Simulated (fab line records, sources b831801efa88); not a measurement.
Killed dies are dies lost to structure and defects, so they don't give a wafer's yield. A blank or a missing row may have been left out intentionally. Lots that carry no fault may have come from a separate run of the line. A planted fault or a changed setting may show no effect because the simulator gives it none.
What tool caused it? | flow sfqLine | 42 wafers from 14 lots sampled at 4 of the route's 325 steps

## WHAT EACH GAUGE READ, for each wafer
SFQ_M6_OVL_MEAS_940.
lot  | measured     | on         | M6_OVL (nm)
L646 | day 77 09:41 | overlay-01 | -5 -5 -9
L647 | day 77 12:06 | overlay-01 | -3 -3 1
L648 | day 77 14:29 | overlay-02 | 1 2 -3
L649 | day 77 15:41 | overlay-01 | 8 5 8
L650 | day 77 18:05 | overlay-01 | -3 -6 0
L651 | day 77 21:41 | overlay-01 | -3 -1 -7
L652 | day 77 22:54 | overlay-01 | 8 -1 12
L653 | day 78 02:30 | overlay-01 | 2 2 1
L654 | day 78 04:54 | overlay-01 | 2 -6 -7
L657 | day 78 09:41 | overlay-01 | -4 1 -3
L659 | day 78 21:22 | overlay-01 | 8 8 4
L660 | day 79 03:22 | overlay-01 | -1 -4 -3
L661 | day 79 06:58 | overlay-01 | -9 -9 -9
L662 | day 79 17:46 | overlay-01 | -7 -9 -7

## WHICH TOOL RAN EACH LOT (tool, then ch and the chambers of the sampled wafers, then the start)
lot  | SFQ_TRILAYER_M1_STRIP_STRIP_043  | SFQ_TRILAYER_I4_VIA_BARC_OPEN_VIA_ETCH_146 | SFQ_TRILAYER_R5_LITHO_EXPOSE_137
L646 | rieMetal-02 ch 0,1, day 10 05:21 | rieDiel-01 ch 0,2,3, day 48 03:42          | krfScanner-02 ch 0, day 62 06:25
L647 | rieMetal-01 ch 0,1, day 11 01:28 | rieDiel-04 ch 0,1,2, day 48 16:54          | krfScanner-02 ch 0, day 62 08:01
L648 | rieMetal-03 ch 0,1, day 13 18:55 | rieDiel-01 ch 0,2,3, day 50 04:59          | krfScanner-02 ch 0, day 62 16:01
L649 | rieMetal-03 ch 0,1, day 14 08:04 | rieDiel-04 ch 1,2,3, day 50 10:49          | krfScanner-02 ch 0, day 62 18:13
L650 | rieMetal-02 ch 0, day 14 15:13   | rieDiel-01 ch 0,2,3, day 50 13:13          | krfScanner-02 ch 0, day 62 19:37
L651 | rieMetal-03 ch 0,1, day 14 22:28 | rieDiel-04 ch 1,2, day 50 18:01            | krfScanner-02 ch 0, day 62 23:13
L652 | rieMetal-02 ch 1, day 15 20:59   | rieDiel-04 ch 1,2,3, day 51 00:02          | krfScanner-02 ch 0, day 63 04:25
L653 | rieMetal-01 ch 0,1, day 16 06:40 | rieDiel-02 ch 1,2, day 51 04:49            | krfScanner-02 ch 0, day 63 06:37
L654 | rieMetal-03 ch 0,1, day 16 16:46 | rieDiel-04 ch 1,2, day 51 08:25            | krfScanner-02 ch 0, day 63 10:13
L657 | rieMetal-03 ch 0,1, day 17 15:40 | rieDiel-01 ch 0,1,3, day 51 19:13          | krfScanner-02 ch 0, day 63 18:25
L659 | rieMetal-02 ch 0,1, day 25 04:07 | rieDiel-02 ch 0,1,2, day 53 02:25          | krfScanner-02 ch 0, day 65 01:37
L660 | rieMetal-01 ch 0,1, day 25 07:43 | rieDiel-02 ch 0,1, day 53 09:13            | krfScanner-02 ch 0, day 65 07:37
L661 | rieMetal-01 ch 0,1, day 25 10:07 | rieDiel-01 ch 0,1,2, day 53 12:49          | krfScanner-02 ch 0, day 65 10:01
L662 | rieMetal-02 ch 0, day 25 16:07   | rieDiel-02 ch 0,3, day 53 18:49            | krfScanner-02 ch 0, day 65 19:51
- SFQ_TRILAYER_M1_STRIP_STRIP_043: strips in O2.
- SFQ_TRILAYER_I4_VIA_BARC_OPEN_VIA_ETCH_146: etches BARC in O2, target depth 125 nm, time 41.7 s.
- SFQ_TRILAYER_R5_LITHO_EXPOSE_137: exposes mask R5, target cd 500 nm.

## WHAT THE TOOLS THEMSELVES READ (means of the sampled wafers that have a number; where no wafer has one, the mark that the record gives instead)
SFQ_TRILAYER_M1_STRIP_STRIP_043.
lot  | tool        | drypumpMotorCurrentA (A) | oesProductAu (a.u.)
L646 | rieMetal-02 | 5.3                      | 1.006
L647 | rieMetal-01 | 5.6                      | 0.998
L648 | rieMetal-03 | 5.4                      | 1.006
L649 | rieMetal-03 | 5.3                      | 0.997
L650 | rieMetal-02 | 5.7                      | 0.994
L651 | rieMetal-03 | 5.4                      | 1.002
L652 | rieMetal-02 | 4.7                      | 1.008
L653 | rieMetal-01 | 5.7                      | 0.998
L654 | rieMetal-03 | 5.4                      | 1.011
L657 | rieMetal-03 | 5.4                      | 1.001
L659 | rieMetal-02 | 5.0                      | 1.007
L660 | rieMetal-01 | 5.7                      | 0.989
L661 | rieMetal-01 | 5.7                      | 0.998
L662 | rieMetal-02 | 5.7                      | 0.992

SFQ_TRILAYER_I4_VIA_BARC_OPEN_VIA_ETCH_146.
lot  | tool       | biasW (W) | drypumpMotorCurrentA (A) | oesProductAu (a.u.) | rfFwdPowerW (W)
L646 | rieDiel-01 | 79.76     | 5.8                      | 0.687               | 495.6
L647 | rieDiel-04 | 79.76     | 6.0                      | 0.686               | 494.1
L648 | rieDiel-01 | 79.85     | 5.8                      | 0.686               | 495.3
L649 | rieDiel-04 | 79.96     | 6.1                      | 0.684               | 495.1
L650 | rieDiel-01 | 80.09     | 5.8                      | 0.683               | 494.9
L651 | rieDiel-04 | 80.02     | 6.4                      | 0.685               | 494.1
L652 | rieDiel-04 | 80.14     | 6.2                      | 0.684               | 493.7
L653 | rieDiel-02 | 80.12     | 6.0                      | 0.683               | 494.6
L654 | rieDiel-04 | 80.03     | 6.3                      | 0.684               | 493.6
L657 | rieDiel-01 | 79.82     | 6.4                      | 0.684               | 498.0
L659 | rieDiel-02 | 79.79     | 5.8                      | 0.686               | 497.0
L660 | rieDiel-02 | 80.03     | 5.5                      | 0.688               | 493.9
L661 | rieDiel-01 | 80.19     | 5.9                      | 0.691               | 495.2
L662 | rieDiel-02 | 79.97     | 5.4                      | 0.685               | 494.7

SFQ_TRILAYER_R5_LITHO_EXPOSE_137.
lot  | tool          | exposureDoseMJCm2
L646 | krfScanner-02 | 14.397
L647 | krfScanner-02 | 14.415
L648 | krfScanner-02 | 14.402
L649 | krfScanner-02 | 14.395
L650 | krfScanner-02 | 14.402
L651 | krfScanner-02 | 14.388
L652 | krfScanner-02 | 14.411
L653 | krfScanner-02 | 14.416
L654 | krfScanner-02 | 14.403
L657 | krfScanner-02 | 14.420
L659 | krfScanner-02 | 15.024
L660 | krfScanner-02 | 15.021
L661 | krfScanner-02 | 15.006
L662 | krfScanner-02 | 15.022

## THE ANSWER, worked out from the rows above alone
Rule: what is usual is taken from the lots themselves. The widest of any qualifying gaps counts: lots, ordered by their means at a reading, are off when they make up no more than a third of the lots, leave a main group of 4 or more, and stand apart from it by 3 or more times the standard deviation of that group's means. The tables above print the reading to a certain number of digits; a main group whose means all agree to those digits is not used. Also off: a lot with no number at a reading for which 4 or more lots have one. All remaining lots with rows at the step are treated as sound. First the gauges in route order, then the tools' own readings, where a lot's mean is used as printed above. At the first step where some lot is off, the reading lying furthest off is the one used; lots without a number count as furthest.
Off at SFQ_TRILAYER_R5_LITHO_EXPOSE_137 (exposureDoseMJCm2): L659, L660, L661, L662. Main group: mean 14.405, sd 0.0098.
A tool fits if, at that step or a process step before it, it ran every lot that is off, and no sound lot after the first of them. One fits: krfScanner-02 at SFQ_TRILAYER_R5_LITHO_EXPOSE_137. Its last sound lot is L657 (day 63 18:25), its first lot that is off L659 (day 65 01:37): a fault that began between those two fits.
On the lots that are off, the tool's own readings at SFQ_TRILAYER_R5_LITHO_EXPOSE_137 differ by more than 5 times the standard deviation of the sound lots' means, which bears it out; exposureDoseMJCm2 reads 15.018 there versus 14.405 on the sound lots.

## WHAT WAS PUT IN BY THE SIMULATOR
Process parameter drift: krfScanner-02, from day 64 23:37 on, at SFQ_TRILAYER_R5_LITHO_EXPOSE_137. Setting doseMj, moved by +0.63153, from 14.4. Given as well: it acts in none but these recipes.
Shown lots that were struck: L659, L660, L661, L662. The rule given above showed the same thing.
